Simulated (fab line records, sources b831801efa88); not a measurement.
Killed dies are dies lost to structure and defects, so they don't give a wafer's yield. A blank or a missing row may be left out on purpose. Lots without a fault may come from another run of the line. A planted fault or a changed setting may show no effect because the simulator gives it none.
fab line records | flow sky130
record lots=13 wafers=39 last_day=50
route steps=708 shown LDD_LDN@297 LOCAL_INTERCONNECT@398 CONTACT@406
lots that met no fault: from a run of the same line without faults
start_h: hours from the record's first day to the start of the lot's first wafer shown | wait_h: hours since the lot's step before | " the same as in the row above | L1.1+2: a row that stands for several wafers | - no value, or no start given | * or withheld: withheld | < > ~ a bound
route shown NAME@n: a module of which the file shows steps, and the number in the route of the first | usual: mean/standard deviation of fault-free wafers | same: alike in all rows | chamber/n: place in a boat | sites: the reading at each site | _std_site: their standard deviation | _edge_site: outer sites' mean less inner sites' | radius_mm: how far each site lies from the wafer's centre | mask NAME#n: copy n | behind: the tool/chamber that last shaped the wafer | hold: why the lot was held/for how many hours/how that ended | device: the transistor (n, p or np) that didn't switch | end of line: the same wafers' tests at the end of the route | a step without rows: its recipe alone | killed: dies lost to structure and defects at the first sort, not the wafer's yield | map: a wafer's dies, x killed, . not, _ none there
set.NAME: the setting as run; set.NAME@STEP: as run at that earlier step | model.NAME: the simulator's own value behind a step, which no gauge read
steps of the route over a sample of lots; a table a step, a row a wafer
services: from which hour (start_h, from the record's first day; less than 0 if before it) a tool's chamber was out of use, for how many hours, and why
## steps
# step SKY_LDD_LDN_IMPLANT_08
# recipe species=As energy_kev=15 dose_cm2=1.25e+13 tilt_deg=withheld rotation_deg=23
# usual beam_energy_keV=15.000/0.0046 rotation_deg=23.003/0.021
# same implant_ion_amu=75
# columns lot.wafer tool chamber start_h wait_h beam_energy_keV rotation_deg
L464.3 implanter-02 0 552.75 0.1 15.005 22.998
L464.4 " 0 " " 15.003 22.978
L464.6 " 0 " " 15.009 22.998
L465.1 implanter-03 0 553.31 0.0 15.000 23.020
L465.3 " 0 " " 15.005 22.993
L465.4 " 0 " " 15.003 23.019
L467.4 implanter-03 0 553.98 0.4 15.000 23.008
L467.5 " 0 " " 15.002 23.002
L467.6 " 0 " " 15.000 22.986
L466.4 implanter-02 0 555.52 0.1 14.991 22.981
L466.5 " 0 " " 14.994 22.968
L466.6 " 0 " " 14.992 22.979
L468.2 implanter-02 0 604.77 0.0 15.001 22.987
L468.4 " 0 " " 15.001 23.042
L468.5 " 0 " " 14.997 22.998
L471.1 implanter-02 0 606.91 0.0 14.999 128.51
L471.2 " 0 " " 14.995 128.53
L471.4 " 0 " " 15.007 128.55
L474.2 implanter-01 0 617.41 0.0 15.011 23.013
L474.4 " 0 " " 15.009 23.024
L474.5 " 0 " " 15.003 23.003
L473.2 implanter-02 0 619.41 0.0 14.999 128.51
L473.4 " 0 " " 14.994 128.55
L473.6 " 0 " " 15.006 128.51
L476.3 implanter-02 0 622.89 0.1 14.998 128.52
L476.5 " 0 " " 15.009 128.57
L476.6 " 0 " " 15.000 128.53
L481.1 implanter-01 0 671.34 0.0 14.998 23.019
L481.4 " 0 " " 14.999 22.982
L481.5 " 0 " " 15.000 22.967
L483.1 implanter-02 0 692.69 0.0 15.003 22.964
L483.2 " 0 " " 14.995 22.991
L483.6 " 0 " " 14.999 23.002
L486.1 implanter-02 0 713.81 0.0 14.999 22.990
L486.3 " 0 " " 15.002 23.005
L486.6 " 0 " " 14.999 23.015
L487.2 implanter-02 0 718.68 0.0 14.999 23.004
L487.4 " 0 " " 14.998 23.009
L487.6 " 0 " " 14.997 23.024
# step SKY_LOCAL_INTERCONNECT_CD_MEAS_11
# recipe target_cd_nm=170
# usual cd_nm=169.5/1.3
# columns lot.wafer tool chamber start_h wait_h cd_nm
L464.3 cd_sem-01 - 730.06 - 168.2
L464.4 " - " " 165.9
L464.6 " - " " 168.5
L465.1 cd_sem-02 - 732.37 - 171.7
L465.3 " - " " 169.3
L465.4 " - " " 171.0
L467.4 cd_sem-01 - 733.56 - 170.9
L467.5 " - " " 171.2
L467.6 " - " " 171.8
L466.4 cd_sem-02 - 733.91 - 171.1
L466.5 " - " " 169.9
L466.6 " - " " 170.0
L468.2 cd_sem-02 - 779.82 - 168.0
L468.4 " - " " 168.2
L468.5 " - " " 168.1
L471.1 cd_sem-02 - 782.87 - 169.8
L471.2 " - " " 169.7
L471.4 " - " " 169.9
L474.2 cd_sem-01 - 791.49 - 168.6
L474.4 " - " " 169.2
L474.5 " - " " 170.2
L473.2 cd_sem-01 - 792.84 - 170.1
L473.4 " - " " 171.1
L473.6 " - " " 171.0
L476.3 cd_sem-01 - 794.16 - 168.5
L476.5 " - " " 168.9
L476.6 " - " " 168.3
L481.1 cd_sem-02 - 841.27 - 169.8
L481.4 " - " " 168.9
L481.5 " - " " 168.8
L483.1 cd_sem-02 - 860.67 - 170.0
L483.2 " - " " 169.0
L483.6 " - " " 169.1
L486.1 cd_sem-01 - 877.82 - 169.0
L486.3 " - " " 170.9
L486.6 " - " " 170.2
L487.2 cd_sem-02 - 883.14 - 170.2
L487.4 " - " " 171.4
L487.6 " - " " 170.8
# step SKY_LOCAL_INTERCONNECT_STRIP_15
# recipe chemistry=O2/N2 power_w=1400 pressure_mtorr=1475 platen_temp_c=withheld o2_flow_sccm=3000 n2_flow_sccm=300 overash_fraction=0.5
# usual drypump_motor_current_A=5.96/0.3 oes_product_au=0.426/0.0045 strip_time_to_endpoint_s=4.739/0.025
# columns lot.wafer tool chamber start_h wait_h drypump_motor_current_A oes_product_au rf_hours_counter_h strip_time_to_endpoint_s
L464.3 plasma_asher-04 0 730.32 0.1 5.59 0.435 - 4.768
L464.4 " 1 " " 6.23 0.430 - 4.750
L464.6 " 0 " " 5.59 0.427 - 4.750
L465.1 plasma_asher-01 1 732.64 0.0 6.30 0.421 59 4.748
L465.3 " 0 " " 5.96 0.420 - 4.726
L465.4 " 1 " " 6.26 0.435 - 4.763
L467.4 plasma_asher-04 0 733.81 0.1 5.57 0.423 - 4.714
L467.5 " 0 " " 5.59 0.432 - 4.748
L467.6 " 1 " " 6.18 0.424 - 4.720
L466.4 plasma_asher-01 0 734.16 0.1 5.98 0.423 - 4.749
L466.5 " 0 " " 6.00 0.422 - 4.738
L466.6 " 1 " " 6.30 0.428 - 4.759
L468.2 plasma_asher-04 0 780.11 0.0 5.59 0.424 36 4.718
L468.4 " 1 " " 6.20 0.422 - 4.705
L468.5 " 1 " " 6.20 0.426 - 4.706
L471.1 plasma_asher-03 0 783.14 0.0 5.64 0.424 93 4.757
L471.2 " 1 " " 5.42 0.420 93 4.740
L471.4 " 0 " " 5.67 0.423 - 4.737
L474.2 plasma_asher-03 1 791.74 0.0 5.43 0.425 94 4.732
L474.4 " 1 " " 5.43 0.426 - 4.756
L474.5 " 1 " " 5.43 0.427 - 4.752
L473.2 plasma_asher-04 1 793.20 0.1 6.20 0.435 37 4.782
L473.4 " 1 " " 6.18 0.424 - 4.761
L473.6 " 1 " " 6.18 0.419 - 4.754
L476.3 plasma_asher-01 1 794.42 0.1 6.29 0.430 - 4.709
L476.5 " 1 " " 6.29 0.426 - 4.714
L476.6 " 0 " " 5.97 0.430 - 4.712
L481.1 plasma_asher-04 0 841.54 0.0 5.57 0.424 42 4.713
L481.4 " 1 " " 6.20 0.430 - 4.741
L481.5 " 0 " " 5.57 0.427 - 4.761
L483.1 plasma_asher-01 1 860.94 0.0 6.29 0.428 73 4.805
L483.2 " 0 " " 5.92 0.423 73 4.753
L483.6 " 1 " " 6.30 0.420 - 4.797
L486.1 plasma_asher-01 1 878.09 0.0 6.29 0.429 74 4.716
L486.3 " 1 " " 6.31 0.423 - 4.723
L486.6 " 1 " " 6.29 0.428 - 4.723
L487.2 plasma_asher-01 1 883.39 0.0 6.30 0.427 75 4.680
L487.4 " 1 " " 6.31 0.426 - 4.690
L487.6 " 1 " " 6.29 0.421 - 4.676
# step SKY_CONTACT_CVD_00
# recipe material=Si3N4 target_thk_nm=75 temp_c=400 time_s=withheld rf_w=450
# usual heater_power_w=652/76
# columns lot.wafer tool chamber start_h wait_h heater_power_w
L464.3 pecvd-04 1 730.88 0.0 716
L464.4 " 2 " " 628
L464.6 " 1 " " 715
L465.1 pecvd-03 1 733.23 0.0 731
L465.3 " 0 " " 709
L465.4 " 2 " " 624
L467.4 pecvd-04 0 734.38 0.0 716
L467.5 " 2 " " 606
L467.6 " 1 " " 665
L466.4 pecvd-01 0 734.73 0.0 697
L466.5 " 1 " " 463
L466.6 " 2 " " 614
L468.2 pecvd-01 1 780.70 0.0 551
L468.4 " 2 " " 646
L468.5 " 1 " " 552
L471.1 pecvd-03 0 783.73 0.0 624
L471.2 " 2 " " 608
L471.4 " 2 " " 622
L474.2 pecvd-03 1 792.33 0.0 606
L474.4 " 0 " " 692
L474.5 " 2 " " 624
L473.2 pecvd-01 2 793.80 0.0 646
L473.4 " 2 " " 644
L473.6 " 1 " " 555
L476.3 pecvd-01 0 794.98 0.0 605
L476.5 " 0 " " 608
L476.6 " 2 " " 583
L481.1 pecvd-04 1 842.13 0.0 763
L481.4 " 1 " " 746
L481.5 " 2 " " 604
L483.1 pecvd-04 1 862.34 0.0 789
L483.2 " 2 " " 569
L483.6 " 0 " " 715
L486.1 pecvd-03 1 878.73 0.0 671
L486.3 " 1 " " 657
L486.6 " 1 " " 707
L487.2 pecvd-04 0 884.06 0.0 762
L487.4 " 2 " " 627
L487.6 " 1 " " 746
## services
# columns tool chamber start_h hours kind
plasma_asher-01 - 531.64 4.3 pm
implanter-01 - 550.23 7.0 pm
plasma_asher-03 - 551.24 1.0 repair
implanter-02 - 562.60 0.7 repair
implanter-03 - 574.94 3.9 pm
pecvd-01 - 576.13 0.4 repair
pecvd-04 - 595.66 3.0 repair
pecvd-01 - 609.76 0.9 repair
implanter-03 - 626.17 2.4 repair
pecvd-04 - 646.43 14.6 pm
implanter-02 - 647.66 1.4 repair
plasma_asher-03 - 649.23 1.9 repair
pecvd-03 - 676.40 0.9 repair
plasma_asher-04 - 684.14 0.4 repair
plasma_asher-03 - 700.42 1.3 repair
pecvd-03 - 701.93 1.0 repair
pecvd-03 - 726.42 6.0 pm
plasma_asher-04 - 756.55 2.8 pm
pecvd-03 1 771.51 6.0 repair
implanter-02 - 773.74 3.5 pm
pecvd-04 - 776.17 28.1 pm
pecvd-01 - 843.29 1.6 repair
implanter-02 - 849.05 39.1 repair
pecvd-03 2 876.91 5.1 repair
## key
first_sign step=SKY_LDD_LDN_IMPLANT_08 reading=rotation_deg direction=up sigmas=99+ usual=23.003 struck=128.53
effect none on later readings
met_at SKY_LDD_LDN_IMPLANT_08
struck_lots L471,L473,L476
tester_left_out L471,L473,L476
not_acting_at SKY_LOCAL_INTERCONNECT_CD_MEAS_11,SKY_LOCAL_INTERCONNECT_STRIP_15,SKY_CONTACT_CVD_00
onset_between 604.77 606.91
fault kind=process_parameter_drift tool=implanter-02 chamber=- onset_h=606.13 steps=SKY_LDD_LDN_IMPLANT_08 channel=rotation_deg offset=105.53 shape=step end_h=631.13 acts_in=these_recipes_only stated=23
# tester_left_out: of these lots the tester's yield and bins aren't shown, on N5 and GAA mostly nor the transistor test; their killed dies are dies lost to structure and defects alone, not to doping, threshold or leakage, so they don't give the yield
